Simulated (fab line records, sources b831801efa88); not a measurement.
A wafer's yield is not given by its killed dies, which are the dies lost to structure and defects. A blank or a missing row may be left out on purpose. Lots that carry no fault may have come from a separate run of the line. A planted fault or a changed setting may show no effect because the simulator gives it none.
Comparing a struck lot with a sound one    flow sky130    15 steps out of a route of 708
Sound: wafers L888.2, L888.5, L888.6. Wafers L889.1, L889.3, L889.4 were the ones struck. The cause is given at the end.
Per side, at each step with rows, come the tool, then ch with its chambers, and then its first start. Under that, the readings that differ: sound wafers    struck wafers    difference of the means    sigmas: that difference in standard deviations of wafers without a fault.
alike: words and numbers the same on both sides, and readings whose means are apart by under 2 such deviations; not compared: readings that were withheld, readings missing a value for some wafer, numbers with overlapping values and no deviation given by the record, and bounds like >300 which may hide the same value.
A row with sigmas, a row that says differs or no value, or rows on one side alone: a step with any of these is where the two part. Non-overlapping numbers with no deviation appear without sigmas and do not part them. Lack of a reading on every wafer of one side parts them only where that side has two or more wafers.

first, 6 steps without rows for these wafers: SKY_DNWELL_COAT_02 (resist thk 3000 nm); SKY_DNWELL_SOFTBAKE_03; SKY_DNWELL_EXPOSE_04 (exposes mask DNM, target cd 3000 nm); SKY_DNWELL_PEB_05; SKY_DNWELL_DEVELOP_06 (develop time 60 s); SKY_DNWELL_IMPLANT_07.
SKY_DNWELL_STRIP_08: strips in O2/N2.
  sound on plasmaAsher-01 ch 0,1, day 3 10:12; struck on plasmaAsher-04 ch 0,1, day 3 15:55
reading                   sound              struck             difference  sigmas
stripTimeToEndpointS (s)  37.03 37.01 37.16  36.69 36.86 36.81  -0.28       -2
  alike: drypumpMotorCurrentA, oesProductAu
  not compared: rfHoursCounterH
SKY_DNWELL_TW_MEAS_09:
  sound on filmMetro-03, day 3 10:19; struck on filmMetro-03, day 3 16:01
  alike: DNWELL_TW
then, 4 steps without rows for these wafers: SKY_PWDE_DEHYDRATE_00 (time 60 s); SKY_PWDE_HMDS_01 (prime time 60 s); SKY_PWDE_COAT_02 (resist thk 3000 nm); SKY_PWDE_SOFTBAKE_03.
SKY_PWDE_EXPOSE_04: exposes mask PWDEM, target cd 840 nm.
  sound on ilineStepper-01 ch 0, day 3 18:10; struck on ilineStepper-01 ch 0, day 4 00:12
reading  sound                    struck                            difference  sigmas
mask     PWDEM#0 PWDEM#0 PWDEM#0  PWDEM_R1#0 PWDEM_R1#0 PWDEM_R1#0  differs     
  alike: stageVelMmS
next, for these wafers, 1 step has no rows: SKY_PWDE_PEB_05.
-- the record jumps here: 42 days lie between the struck wafers' starts before and after (it left off in module PWDE and takes up again in module PAD_OPEN, whose first step shown is number 708 of the route) --
SKY_PAD_OPEN_PROBE_99:
  sound on prober-02, day 45 22:19; struck on prober-01, day 46 09:41
reading                                   sound                          struck                    difference  sigmas
killedAtFrontEnd                          23 17 20                       62 77 82                  +54         +12
killedAtOther                             0 4 0                          0 0 0                     -1          -2
killedDies                                89 86 90                       127 144 155               +54         +6
killedOnRim                               20 14 17                       35 41 53                  +26         +7
model.etest.res_p_drift_20v.lineOhmUm     1.173e+04 1.143e+04 1.168e+04  1.083e+04 1.047e+04 9924  -1.205e+03  
model.etest.res_p_drift_20v.widthNm (nm)  830.7 825.2 827.1              954.6 957.2 962.4         +130.4      
  alike: killed_at_M0_to_M3, killed_at_M4_up, killedAtContacts, killedOpen, killedShort

WHERE THEY PART
Last at SKY_PAD_OPEN_PROBE_99 as far as this record goes, first at SKY_DNWELL_STRIP_08.

WHY: whatever the simulator had introduced
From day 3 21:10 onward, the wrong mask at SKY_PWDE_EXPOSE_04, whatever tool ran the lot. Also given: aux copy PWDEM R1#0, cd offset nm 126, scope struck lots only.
